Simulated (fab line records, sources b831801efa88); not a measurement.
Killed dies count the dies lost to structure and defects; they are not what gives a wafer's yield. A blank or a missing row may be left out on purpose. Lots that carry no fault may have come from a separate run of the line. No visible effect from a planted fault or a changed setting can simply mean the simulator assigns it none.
Struck lot and sound lot, side by side	flow gf180mcu	23 out of 602 route steps
Sound: these wafers, L346.1, L346.5, L346.6. The struck wafers were L360.2, L360.5, L360.6. The cause is named last.
Order at every step that has rows: each side's tool, ch and its chambers, its first start. Under that, the readings that differ: sound wafers	struck wafers	difference of the means	sigmas: that difference in standard deviations of wafers without a fault.
alike: readings with means less than 2 such deviations apart, plus words and numbers identical on both sides. not compared: withheld readings, readings lacking a value on some wafer, bounds such as >300 that could conceal the same value, and numbers that have no deviation in the record and whose values overlap.
A row with sigmas, a row that says differs or no value, or rows on one side alone: a step with any of these is where the two part. Numbers that don't overlap but have no deviation are shown without sigmas and don't part them. A reading missing from all wafers of one side parts the sides only when that side holds two or more wafers.

GF_PSD_OVL_MEAS_08:
  struck on overlay-02, day 21 05:35; sound on overlay-01, day 15 22:51
  alike: PSD_OVL
following that, these wafers have no rows for 1 step: GF_PSD_IMPLANT_09.
GF_PSD_STRIP_10: strips in O2/N2.
  sound on plasmaAsher-04 ch 0,1, day 15 23:02; struck on plasmaAsher-04 ch 0,1, day 21 05:46
reading	sound	struck	difference	sigmas
stripTimeToEndpointS (s)	16.59 16.54 16.62	16.49 16.47 16.47	-0.11	-3
  alike: drypumpMotorCurrentA, heaterPowerW, oesProductAu
  not compared: rfHoursCounterH
GF_PSD_TW_MEAS_11:
  struck on filmMetro-01, day 21 05:52; sound on filmMetro-03, day 15 23:08
  alike: PSD_TW
then, 1 step without rows for these wafers: GF_PSD_CLEAN_12 (cleans in SC1/SC2, time 150 s).
GF_PSD_RTA_13: time 20 s.
  sound on rtpAnneal-01 ch 0, day 15 23:14; struck on rtpAnneal-02 ch 0, day 21 05:59
reading	sound	struck	difference	sigmas
wafer_temp_C_max	1031.3 1032.1 1032.5	1027.4 1027.3 1027.9	-4.4	-2
  alike: lampPowerPct
GF_PSD_RS_MEAS_14: a four-point-probe measurement.
  struck on filmMetro-01, day 21 06:05; sound on filmMetro-03, day 15 23:20
  alike: NSD_RS
GF_PSD_RS_MEAS_15: a four-point-probe measurement.
  struck on filmMetro-01, day 21 06:12; sound on filmMetro-03, day 15 23:27
reading	sound	struck	difference	sigmas
PSD_RS (ohm/sq)	108.75 108.76 108.32	108.13 107.92 107.99	-0.60	-2
GF_SAB_CVD_00: deposits SiO2 from TEOS, target thk 50 nm, time 4.9302 s.
  sound on pecvd-01 ch 0,1,2, day 15 23:34; struck on pecvd-01 ch 0,2, day 21 06:18
  alike: heaterPowerW
GF_SAB_THK_MEAS_01:
  struck on filmMetro-04, day 21 06:20; sound on filmMetro-02, day 15 23:35
  alike: SAB_CVD_00_THK
then, 2 steps without rows for these wafers: GF_SAB_DEHYDRATE_02 (time 60 s); GF_SAB_HMDS_03 (prime time 60 s).
GF_SAB_COAT_04: resist thk 1000 nm.
  sound on lithoTrack-02 ch 0, day 16 09:49; struck on lithoTrack-02 ch 0, day 21 17:23
reading	sound	struck	difference	sigmas
model.NOVOLAK_of_SAB_COAT_04.thkNm (nm)	996.2 997.7 1000	1044 1046 1043	+46	
  alike: exhaustPa
then, 4 steps without rows for these wafers: GF_SAB_SOFTBAKE_05 (time 60 s); GF_SAB_EXPOSE_06 (exposes mask SAB, target cd 420 nm); GF_SAB_PEB_07; GF_SAB_DEVELOP_08 (develop time 60 s).
GF_SAB_CD_MEAS_09: the cd target is 420 nm.
  struck on cdSem-02, day 22 06:03; sound on cdSem-02, day 16 21:26
reading	sound	struck	difference	sigmas
cdNm (nm)	419.3 418.2 417.2	427.0 423.7 424.2	+6.7	+3
GF_SAB_OVL_MEAS_10:
  struck on overlay-02, day 22 06:09; sound on overlay-02, day 16 21:33
  alike: SAB_OVL
GF_SAB_ETCH_11: etches SiO2 in C4F8/O2/Ar, target depth 55 nm, time 8.5 s.
  sound on rieDiel-03 ch 0,3, day 16 21:35; struck on rieDiel-02 ch 0,1, day 22 06:11
reading	sound	struck	difference	sigmas
model.NOVOLAK_of_SAB_COAT_04.thkNm (nm)	984.7 986.2 989	1032 1034 1031	+46	
model.SAB.cdNm (nm)	418.8 418.4 416.9	427 424.1 424.3	+7	
  alike: oesProductAu
  not compared: rfHoursCounterH
then, 1 step without rows for these wafers: GF_SAB_WET_ETCH_12 (etches SiO2 in dHF, target depth 22 nm, time 440 s).
GF_SAB_STRIP_13: strips in O2/N2.
  sound on plasmaAsher-04 ch 0,1, day 16 21:44; struck on plasmaAsher-03 ch 0,1, day 22 06:21
reading	sound	struck	difference	sigmas
stripTimeToEndpointS (s)	12.590 12.576 12.614	13.048 13.071 13.034	+0.458	+15
  alike: drypumpMotorCurrentA, heaterPowerW, oesProductAu
  not compared: rfHoursCounterH
then, 1 step without rows for these wafers: GF_SALICIDE_CLEAN_00 (cleans in SC1/SC2, time 150 s).

## WHERE THEY PART
First at GF_PSD_STRIP_10; last, within this record, at GF_SAB_STRIP_13.

WHY: what the simulator had put in
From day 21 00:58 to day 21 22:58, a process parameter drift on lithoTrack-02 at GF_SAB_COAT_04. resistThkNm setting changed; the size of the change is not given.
